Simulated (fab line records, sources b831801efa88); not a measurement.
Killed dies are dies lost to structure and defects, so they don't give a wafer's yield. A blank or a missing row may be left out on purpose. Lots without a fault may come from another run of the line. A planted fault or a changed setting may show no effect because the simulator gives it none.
Chamber matching | flow sky130 | SKY_FIELD_ISO_CMP_27 on cmp-01: 4 sister chambers
The step polishes, stops on Si3N4, t overpolish 16 s, target thk 457.8 nm. 18 wafers are shown with their chamber, then 9 later ones without.

WAFERS WITH THEIR CHAMBER
wafer  | chamber | motor_current_A (A) | time_to_endpoint_s (s) | overpolish_run_s (s)
L887.1 | 2       | 12.5                | 107                    | 16.018
L887.4 | 3       | 10.7                | 117                    | 15.999
L887.6 | 2       | 12.1                | 106                    | 16.015
L889.2 | 3       | 10.9                | 114                    | 16.002
L889.5 | 2       | 12.3                | 107                    | 16.003
L889.6 | 3       | 11.8                | 118                    | 15.995
L900.1 | 2       | 12.4                | 111                    | 15.994
L900.2 | 0       | 11.4                | 111                    | 16.010
L900.4 | 3       | 11.2                | 113                    | 16.003
L901.2 | 2       | 12.6                | 107                    | 16.011
L901.3 | 0       | 11.3                | 112                    | 16.020
L901.4 | 1       | 11.8                | 117                    | 16.006
L902.2 | 3       | 11.0                | 113                    | 16.021
L902.3 | 1       | 11.4                | 111                    | 16.001
L902.6 | 1       | 12.2                | 114                    | 16.004
L903.2 | 1       | 11.3                | 109                    | 15.982
L903.4 | 3       | 11.0                | 110                    | 16.004
L903.5 | 3       | 10.9                | 112                    | 16.005

SIGNATURES (means of the wafers above)
reading            | chamber 0 | chamber 1 | chamber 2 | chamber 3 | scatter within a chamber
motor_current_A    | 11.350    | 11.675    | 12.380    | 11.071    | 0.318
time_to_endpoint_s | 111.50    | 112.75    | 107.60    | 113.86    | 2.66
overpolish_run_s   | 16.01500  | 15.99825  | 16.00820  | 16.00414  | 0.00924
Rule: a wafer's distance from a chamber is the root of the sum, over the readings, of the square of ((its reading less the chamber's mean) divided by the reading's scatter). The wafer belongs to the nearest chamber; if the next one is less than 2 further off, it can't be placed. The scatter: the root of (the sum of the squares of (reading less its chamber's mean) over the shown wafers, divided by (wafers less chambers)).

WAFERS WITHOUT THEIR CHAMBER
wafer  | motor_current_A (A) | time_to_endpoint_s (s) | overpolish_run_s (s)
L905.1 | 11.2                | 115                    | 16.002
L905.2 | 12.3                | 107                    | 16.011
L905.4 | 12.0                | 103                    | 16.004
L907.3 | 11.2                | 112                    | 15.991
L907.5 | 10.9                | 117                    | 15.993
L907.6 | 11.7                | 104                    | 16.007
L908.1 | 10.7                | 115                    | 15.990
L908.3 | 11.3                | 106                    | 15.993
L908.6 | 11.3                | 107                    | 16.011

WHICH CHAMBER EACH WENT THROUGH
wafer  | from the rows above               | in truth
L905.1 | can't be placed: 3 or 1 or 0      | 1
L905.2 | 2                                 | 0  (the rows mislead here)
L905.4 | can't be placed: 2 or 1 or 0      | 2
L907.3 | can't be placed: 3 or 1 or 0      | 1
L907.5 | can't be placed: 3 or 1 or 0      | 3
L907.6 | can't be placed: 2 or 0 or 1 or 3 | 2
L908.1 | can't be placed: 3 or 1 or 0      | 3
L908.3 | can't be placed: 1 or 0 or 3 or 2 | 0
L908.6 | can't be placed: 0 or 3 or 1 or 2 | 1
Placed correctly: 0 of 9. Can't be placed from these rows: 8 (the true chamber is among the candidates in 8). Placed wrongly: 1.
